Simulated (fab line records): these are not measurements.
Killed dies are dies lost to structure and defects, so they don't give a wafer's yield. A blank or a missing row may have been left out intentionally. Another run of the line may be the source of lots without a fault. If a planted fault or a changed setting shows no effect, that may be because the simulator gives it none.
One fault through the eyes of 2 desks ; flow sfqLine ; numbers are kept per desk, each desk with only its own; the story behind them comes last

AT THE TOOL OWNER'S DESK: rieMetal-02
The tool's own readings at SFQ_TRILAYER_M5_BARC_OPEN_METAL_ETCH_161 (etches BARC in O2, target depth 125 nm, time 41.7 s): means of the sampled wafers that have a number, for each lot that ran on this tool. The brackets show how far a lot's mean lies from the usual mean; more than 4 standard deviations puts the lot out of limits, marked OUT.
Columns: A = drypumpMotorCurrentA at SFQ_TRILAYER_M5_BARC_OPEN_METAL_ETCH_161, usual 6.1 A; B = oesProductAu at SFQ_TRILAYER_M5_BARC_OPEN_METAL_ETCH_161, usual 0.685 a.u.
lot;first seen here;A;B
L133;day 45 12:17;5.6;0.687
L150;day 51 20:37;5.6;0.684
Result from this desk: across the 2 lots, nothing is out of limits.

METROLOGY DESK
What the gauges read, lot by lot, whatever tool the lot ran on: means of the sampled wafers that have a number. The brackets show how far a lot's mean lies from the usual mean; more than 4 standard deviations puts the lot out of limits, marked OUT.
Columns: A = M5_OVL at SFQ_M5_OVL_MEAS_932, usual 0 nm
lot;first seen here;A
L132;day 45 01:28;1
L133;day 45 12:15;-7
L150;day 51 20:34;-2
L152;day 52 17:12;0
L153;day 52 18:24;-4
Result from this desk: across the 5 lots, nothing is out of limits.

ALL TOGETHER
The desk of the tool owner found nothing out of limits.
At the metrology desk, nothing out of limits was observed.

WHAT THE SIMULATOR HAD INSERTED
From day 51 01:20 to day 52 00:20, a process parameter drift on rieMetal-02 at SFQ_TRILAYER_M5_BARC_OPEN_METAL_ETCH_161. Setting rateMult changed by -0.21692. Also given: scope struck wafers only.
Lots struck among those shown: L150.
